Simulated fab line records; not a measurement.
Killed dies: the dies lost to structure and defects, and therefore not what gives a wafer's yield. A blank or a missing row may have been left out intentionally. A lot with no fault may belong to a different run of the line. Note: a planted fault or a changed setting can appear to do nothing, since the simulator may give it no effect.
8D (eight disciplines) problem report, filled in by code | flow sky130 | the parts of the form that need people (team, actions taken, sign-off) are left out

== 1. WHAT WENT WRONG ==
Across 6 wafers from 2 lots, LI_CONTACT_W_RS at SKY_LI_CONTACT_RS_MEAS_22 averages 0.2996 ohm/sq, while fault-free wafers read 0.2846 ohm/sq with a standard deviation of 0.0029. Relative to the usual mean, that is a shift of +5.2 standard deviations.
The step: measures by four-point-probe.
First observed at day 34 12:10: wafer L925.3, on filmMetro-04. Wafers with a number at this step in the record: 36, from 12 lots. By rule, "out" or "out of limits" means more than 4 standard deviations away from the usual mean. The rest of the wafers with a number are treated as sound.

== 2. WHAT THIS IS AND IS NOT ==
question                    | is                     | is not
which readings at this step | LI_CONTACT_W_RS        | -
which lots                  | L925, L926             | L909, L910, L911, L913, L914, L916, L917, L919, L920, L922
which wafers of those lots  | all that have a number | -
read on which gauges        | filmMetro-04           | filmMetro-01, filmMetro-03
when                        | from day 34 12:10      | up to then (30 sound wafers)

== 3. THE SUSPECTS, EACH WITH WHAT RULES IT OUT ==
Counting: any tool at a process step up to the reading is kept as a suspect provided that every lot that is out went through it and no sound lot did after the first of them.
- ruled out: the gauge at SKY_LI_CONTACT_RS_MEAS_22. All the wafers that are out were read on filmMetro-04, but those of them that SKY_LI_CONTACT_CVD_21 has rows for are out there too, on other tools.
- rieDiel-03 at SKY_SPACER_ETCHBACK_02 (etches Si3N4 in CH3F/O2, stops on SiO2, time 46.7 s, target depth 45 nm): kept. Every lot that is out went through it, starting with L925 (day 28 18:21), and after that it ran no sound lot; the last sound lot it ran before then is L922 (day 27 10:55).
- cvdW-02 at SKY_LI_CONTACT_CVD_21 (deposits W, target thk 400 nm, time 120.56 s): kept. Every lot that is out went through it, starting with L925 (day 34 12:03), and after that it ran no sound lot; the last sound lot it ran before then is L920 (day 32 20:21). Out on those wafers are its own readings of susceptorTempC.
What counting leaves: rieDiel-03 at SKY_SPACER_ETCHBACK_02 and cvdW-02 at SKY_LI_CONTACT_CVD_21.

== 4. THE CAUSE (what the simulator had put in) ==
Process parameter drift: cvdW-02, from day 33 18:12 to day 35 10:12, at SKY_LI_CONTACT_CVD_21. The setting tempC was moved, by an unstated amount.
2 suspects survive the count, and this tool is in that group.

== 5. SEQUENCE OF EFFECTS, ordered by route ==
Rows list readings where the struck wafers' mean (over those with a number) sits beyond 3 standard deviations from the usual. Only readings for which the record gives a usual standard deviation are gone through. hours: the time from each lot's start at the first step in this table that gives one to its start at this step, as a median over the lots. sigmas: the change in usual standard deviations.
hours | step                      | reading         | usual         | on struck wafers | change  | sigmas
0     | SKY_LI_CONTACT_CVD_21     | susceptorTempC  | 399.96 C      | 397.77           | -2.19   | -9.1
0     | SKY_LI_CONTACT_RS_MEAS_22 | LI_CONTACT_W_RS | 0.2846 ohm/sq | 0.2996           | +0.0150 | +5.2
Here are the process steps it includes:
- SKY_LI_CONTACT_CVD_21: deposits W, target thk 400 nm, time 120.56 s.

== 6. HOW IT WOULD HAVE BEEN CAUGHT EARLIER ==
Counted from the fault's start at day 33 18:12, it took 18 hours until the first out-of-limits reading at a measuring or inspecting step in this record, taken at day 34 12:10.
The tool's own readings at SKY_LI_CONTACT_CVD_21 were out on every struck wafer that the step has a row for (susceptorTempC): an alarm limit on them would have fired on the first of those.
Lots out: 2; of these, L926 started SKY_LI_CONTACT_CVD_21 on cvdW-02 after day 34 12:10. Putting the tool on hold at that point would have spared it.
